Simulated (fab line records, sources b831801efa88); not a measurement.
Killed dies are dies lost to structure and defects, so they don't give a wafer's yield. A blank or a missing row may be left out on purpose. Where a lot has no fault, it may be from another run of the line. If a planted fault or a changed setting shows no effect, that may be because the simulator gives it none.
2 desks looking at one fault | flow sky130 | every desk sees just its own numbers, and what lay behind them comes last

THE METROLOGY DESK
Means of the sampled wafers that have a number, per lot and without regard to the tool the lot ran on: this is what the gauges read. A lot is out of limits, marked OUT, if its mean lies more than 4 standard deviations from the usual mean; the brackets give that distance.
Columns: A = cd nm at SKY_METAL4_CD_MEAS_13, usual 300.0 nm
lot  | first seen here | A
L922 | day 41 21:03    | 300.5
L923 | day 41 23:37    | 300.5
L924 | day 42 10:52    | 300.9
L925 | day 42 19:09    | 300.5
L929 | day 44 15:13    | 300.0
L933 | day 44 22:26    | 300.9
L936 | day 45 16:13    | 299.1
L935 | day 45 19:42    | 298.0
L937 | day 46 00:34    | 300.3
L939 | day 46 08:46    | 299.3
L943 | day 47 09:12    | 300.3
L945 | day 47 16:18    | 301.5
Finding of this desk: none of the 12 lots has anything out of limits.

AT THE TOOL OWNER'S DESK: cvd w-02
The tool's own readings at SKY_CONTACT_CVD_24 (deposits W, target thk 340 nm, time 102.12 s): means of the sampled wafers that have a number, for each lot that ran on this tool. A lot is out of limits, marked OUT, if its mean lies more than 4 standard deviations from the usual mean; the brackets give that distance.
Columns: A = heater power w at SKY_CONTACT_CVD_24, usual 852 W
lot  | first seen here | A
L923 | day 31 21:02    | 890
L929 | day 34 16:19    | 898
L933 | day 35 08:59    | 887
L935 | day 36 06:58    | 877
L945 | day 38 14:30    | 890
Finding of this desk: none of the 5 lots has anything out of limits.

BROUGHT TOGETHER
The metrology desk saw nothing out of limits.
The desk of the tool owner found nothing out of limits.

WHAT WAS PUT IN BY THE SIMULATOR
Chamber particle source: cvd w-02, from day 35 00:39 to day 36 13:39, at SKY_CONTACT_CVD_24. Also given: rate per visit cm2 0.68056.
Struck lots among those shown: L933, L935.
